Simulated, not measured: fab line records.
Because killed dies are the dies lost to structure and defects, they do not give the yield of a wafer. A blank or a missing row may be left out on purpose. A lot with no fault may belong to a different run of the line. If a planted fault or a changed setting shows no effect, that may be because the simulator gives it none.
Which tool did it?	flow sky130	9 lots with 27 wafers sampled at 3 steps, on a route of 708 steps

== WHAT EACH GAUGE READ, for each wafer ==
SKY_VIA2_BOW_MEAS_03. Usual: VIA2_BOW typically reads 84 um, with standard deviation 7.
lot	measured	on	VIA2_BOW (um)	flag
L761	day 35 12:17	film_metro-04	78 88 92	
L762	day 35 15:57	film_metro-04	81 83 83	
L766	day 36 18:06	film_metro-03	76 90 77	
L767	day 37 13:11	film_metro-04	81 99 72	
L775	day 39 15:14	film_metro-01	88 87 93	
L777	day 40 11:25	film_metro-03	81 82 74	
L779	day 40 19:44	film_metro-04	73 93 86	
L780	day 40 22:19	film_metro-04	86 71 90	
L782	day 41 14:57	film_metro-01	86 96 84	

== TOOL THAT RAN EACH LOT (tool first, then ch and the chambers of the sampled wafers, then the start) ==
lot	SKY_VIA1_ETCH_14	SKY_METAL2_METAL_ETCH_19
L761	rie_diel-04 ch 1,2,3, day 34 07:40	rie_metal-04 ch 0,1, day 35 10:58
L762	rie_diel-04 ch 2,3, day 34 10:58	rie_metal-04 ch 0,1, day 35 14:43
L766	rie_diel-02 ch 0,2, day 35 13:34	rie_metal-03 ch 0,1, day 36 16:55
L767	rie_diel-04 ch 1,2,3, day 36 09:19	rie_metal-03 ch 0,1, day 37 11:58
L775	rie_diel-04 ch 0,1, day 38 11:47	rie_metal-04 ch 0, day 39 14:00
L777	rie_diel-03 ch 0,2,3, day 39 08:25	rie_metal-04 ch 0,1, day 40 10:11
L779	rie_diel-04 ch 2,3, day 39 16:34	rie_metal-04 ch 0,1, day 40 18:29
L780	rie_diel-03 ch 0,1,2, day 39 19:31	rie_metal-02 ch 0,1, day 40 21:05
L782	rie_diel-04 ch 0,2, day 40 12:08	rie_metal-04 ch 0,1, day 41 13:46
- SKY_VIA1_ETCH_14: etches BARC in N2/H2, stops on SiO2, time 45.9 s, target depth 60 nm.
- SKY_METAL2_METAL_ETCH_19: etches the open film in Cl2/BCl3, stops on SiO2, target depth 360 nm, time 78 s.

== AS READ BY THE TOOLS THEMSELVES (means over the sampled wafers that have a number; for cases with no such wafer, the mark the record gives instead) ==
SKY_VIA1_ETCH_14. Usual: bias_w 100.05 W, standard deviation 0.28; drypump_motor_current_A 5.7 A, standard deviation 0.5; n2_flow_sccm 100.00 sccm, standard deviation 0.29; oes_product_au 0.854 a.u., standard deviation 0.0048; run_length_s 74.1 s, standard deviation 0.41; throttle_valve_pct 13.226 %, standard deviation 0.0093.
lot	tool	bias_w (W)	drypump_motor_current_A (A)	n2_flow_sccm (sccm)	oes_product_au (a.u.)	run_length_s (s)	throttle_valve_pct (%)	flag
L761	rie_diel-04	99.87	5.4	100.03	0.852	73.9	13.229	
L762	rie_diel-04	100.02	5.9	100.13	0.857	74.2	13.225	
L766	rie_diel-02	100.41	5.7	99.82	0.853	73.6	13.227	
L767	rie_diel-04	99.99	5.4	99.74	0.851	73.9	13.226	
L775	rie_diel-04	100.05	5.4	99.94	0.855	74.0	13.226	
L777	rie_diel-03	99.97	5.6	100.28	0.852	74.0	13.218	
L779	rie_diel-04	100.32	5.9	99.68	0.853	74.4	13.226	
L780	rie_diel-03	99.77	5.7	99.89	0.851	74.1	13.227	
L782	rie_diel-04	99.95	6.4	100.06	0.854	73.8	13.233	

SKY_METAL2_METAL_ETCH_19. Usual: bias_w 48.53 W, standard deviation 0.14; drypump_motor_current_A 6.0 A, standard deviation 0.4; mfc_cl2_sccm 59.96 sccm, standard deviation 0.19; oes_product_au 0.855 a.u., standard deviation 0.0052; run_length_s 106.5 s, standard deviation 0.91; throttle_valve_pct 22.264 %, standard deviation 0.0084.
lot	tool	bias_w (W)	drypump_motor_current_A (A)	mfc_cl2_sccm (sccm)	oes_product_au (a.u.)	run_length_s (s)	throttle_valve_pct (%)	flag
L761	rie_metal-04	48.49	6.5	59.83	0.859	106.7	22.262	
L762	rie_metal-04	48.58	6.2	60.05	0.857	106.3	22.271	
L766	rie_metal-03	48.51	5.7	59.78	0.853	106.2	22.259	
L767	rie_metal-03	48.47	5.7	59.82	0.854	106.3	22.269	
L775	rie_metal-04	48.38	5.9	59.94	0.855	106.5	22.267	
L777	rie_metal-04	48.64	6.2	59.82	0.856	106.4	22.269	
L779	rie_metal-04	48.59	6.2	60.07	0.857	106.7	22.269	
L780	rie_metal-02	48.35	5.8	59.68	0.857	106.3	22.273	
L782	rie_metal-04	48.58	6.2	60.00	0.855	106.6	22.261	

== THE ANSWER, worked out from the rows above alone ==
Rule: a lot is off if the mean of its wafers that have a number lies more than 3 standard deviations from the usual mean. Also off: a lot with no number at a reading for which 4 or more lots have one. Any other lot the step has rows for is counted as sound. After the gauges, taken in route order, come the tools' own readings; for these a lot's mean is taken, as printed above. At the first step where some lot is off, the reading lying furthest off is the one used; lots without a number count as furthest.
No lot is off on any of the readings shown, so nothing can be concluded from this.

== WHAT THE SIMULATOR PUT IN ==
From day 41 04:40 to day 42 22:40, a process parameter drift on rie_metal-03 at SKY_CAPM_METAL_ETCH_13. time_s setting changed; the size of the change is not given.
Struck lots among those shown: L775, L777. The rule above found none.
